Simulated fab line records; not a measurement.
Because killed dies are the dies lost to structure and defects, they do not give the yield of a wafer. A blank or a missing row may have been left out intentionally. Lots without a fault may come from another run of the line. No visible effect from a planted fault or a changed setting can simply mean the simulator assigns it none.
One fault seen from 2 desks | flow gf180mcu | each desk holds nothing but its own numbers, with what lay behind them at the end

AT THE TOOL OWNER'S DESK: wetBench-03
The tool's own readings at GF_SAB_WET_ETCH_12 (etches SiO2 in dHF, target depth 22 nm, time 440 s): means of the sampled wafers that have a number, for each lot that ran on this tool. The brackets show how far a lot's mean lies from the usual mean; more than 4 standard deviations puts the lot out of limits, marked OUT.
Columns: A = runLengthS at GF_SAB_WET_ETCH_12, usual 467 s
lot  | first seen here | A
L847 | day 17 08:39    | 465
L855 | day 20 12:18    | 521 (+16) OUT
L859 | day 21 23:18    | 520 (+16) OUT
This desk finds L855, L859 out of limits, L855 being first, at day 20 12:18 (runLengthS at GF_SAB_WET_ETCH_12). L847 stayed within limits.

METROLOGY DESK
What the gauges read, lot by lot, whatever tool the lot ran on: means of the sampled wafers that have a number. The brackets show how far a lot's mean lies from the usual mean; more than 4 standard deviations puts the lot out of limits, marked OUT.
Columns: A = SAB_CVD_00_THK at GF_SAB_THK_MEAS_01, usual 50.0 nm; B = cdNm at GF_SAB_CD_MEAS_09, usual 420.2 nm; C = SAB_OVL at GF_SAB_OVL_MEAS_10, usual 0.0 nm
lot  | first seen here | A    | B     | C
L844 | day 15 07:07    | 50.9 | 422.0 | -1.3
L847 | day 16 10:14    | 50.7 | 419.0 | 0.5
L855 | day 19 11:50    | 49.3 | 417.3 | -0.5
L859 | day 21 00:02    | 49.2 | 421.3 | 1.4
L863 | day 22 01:31    | 50.8 | 418.9 | -1.5
L864 | day 22 08:25    | 48.9 | 419.2 | -2.0
This desk found nothing out of limits on any of the 6 lots.

TAKEN TOGETHER
The tool owner's desk had the chance to raise an alarm at day 20 12:18 on L855, L859.
Metrology desk: nothing out of limits seen.
The metrology desk holds a record of L855, L859, inside its limits.
On wetBench-03, each named lot ran GF_SAB_WET_ETCH_12.

WHAT HAD BEEN PUT IN BY THE SIMULATOR
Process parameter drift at GF_SAB_WET_ETCH_12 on wetBench-03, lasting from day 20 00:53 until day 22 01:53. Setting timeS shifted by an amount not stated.
Lots struck among those shown: L855, L859.
Each desk's first reading out of limits, in hours after the fault started: the tool owner's desk, 11.
